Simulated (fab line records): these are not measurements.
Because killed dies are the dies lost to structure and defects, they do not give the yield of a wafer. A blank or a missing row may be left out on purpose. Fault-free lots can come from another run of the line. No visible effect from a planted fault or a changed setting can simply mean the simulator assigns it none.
8D (eight disciplines) problem report, filled in by code :: flow sfq_line :: the parts of the form that need people (team, actions taken, sign-off) are left out

== 1. THE PROBLEM ==
Mean of oes_product_au at SFQ_TRILAYER_L0_BARC_OPEN_METAL_ETCH_010: 0.754 a.u. across 4 wafers in 3 lots; on wafers with no fault it is 0.685 a.u. (standard deviation 0.0041). Relative to the usual mean, that is a shift of +17 standard deviations.
The step: etches BARC in O2, target depth 125 nm, time 41.7 s.
First seen on wafer L850.6, day 5 21:16, on rie_metal-02. The record has a number at this step for 19 wafers belonging to 7 lots. The rule behind "out" and "out of limits": a value lying over 4 standard deviations away from the usual mean. The rest of the wafers with a number are treated as sound.

== 2. WHAT IT IS; WHAT IT IS NOT ==
question: which readings at this step
is: oes_product_au, run_length_s
is not: drypump_motor_current_A

question: which lots
is: L850, L852, L857
is not: L847, L855, L861, L862

question: which wafers of those lots
is: L850.6, L852.5, L852.6, L857.5
is not: L850.2, L850.4, L857.2

question: read on which tools
is: rie_metal-02
is not: rie_metal-03, rie_metal-04

question: when
is: from day 5 21:16
is not: up to then (5 sound wafers); but 10 sound wafers of L855, L857, L861, L862 came after

== 3. WHAT RULES OUT EACH SUSPECT ==
Counting: a tool at a process step up to the reading stays a suspect if it ran every lot that is out. Sound lots after the first of them don't rule it out here, since some wafers of a struck lot are sound.
- rie_metal-02 at SFQ_TRILAYER_L0_BARC_OPEN_METAL_ETCH_010 (etches BARC in O2, target depth 125 nm, time 41.7 s): kept. Ran every lot that is out, first one L850 (day 5 21:16); last sound lot up to then L847 (day 4 23:59). On those wafers its own readings are out: oes_product_au, run_length_s.
After counting, what remains is rie_metal-02 at SFQ_TRILAYER_L0_BARC_OPEN_METAL_ETCH_010.

== 4. THE CAUSE (what the simulator had put in) ==
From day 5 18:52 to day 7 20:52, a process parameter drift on rie_metal-02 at SFQ_TRILAYER_L0_BARC_OPEN_METAL_ETCH_010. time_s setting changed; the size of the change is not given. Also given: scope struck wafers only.
Counting left only this tool.

== 5. SEQUENCE OF EFFECTS, ordered by route ==
Each row: a reading whose mean over the struck wafers that have a number lies more than 3 standard deviations from the usual. Scope: only readings with a usual standard deviation given in the record; hours: median across lots of the time from each lot's start at the first step in this table that gives one to its start at this step; sigmas: change in usual standard deviations.
hours: 0
step: SFQ_TRILAYER_L0_BARC_OPEN_METAL_ETCH_010
reading: oes_product_au
usual: 0.685 a.u.
on struck wafers: 0.754
change: +0.069
sigmas: +17

hours: 0
step: SFQ_TRILAYER_L0_BARC_OPEN_METAL_ETCH_010
reading: run_length_s
usual: 69.78 s
on struck wafers: 65.25
change: -4.53
sigmas: -15
Process steps it contains:
- SFQ_TRILAYER_L0_BARC_OPEN_METAL_ETCH_010: etches BARC in O2, target depth 125 nm, time 41.7 s.
Readings that are blank on the struck wafers while sound wafers have them: rf_fwd_power_W at SFQ_TRILAYER_L0_BARC_OPEN_METAL_ETCH_010.

== 6. HOW IT WOULD HAVE BEEN CAUGHT EARLIER ==
First out-of-limits reading in this record: day 5 21:16, which is 2 hours after fault onset at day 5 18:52.
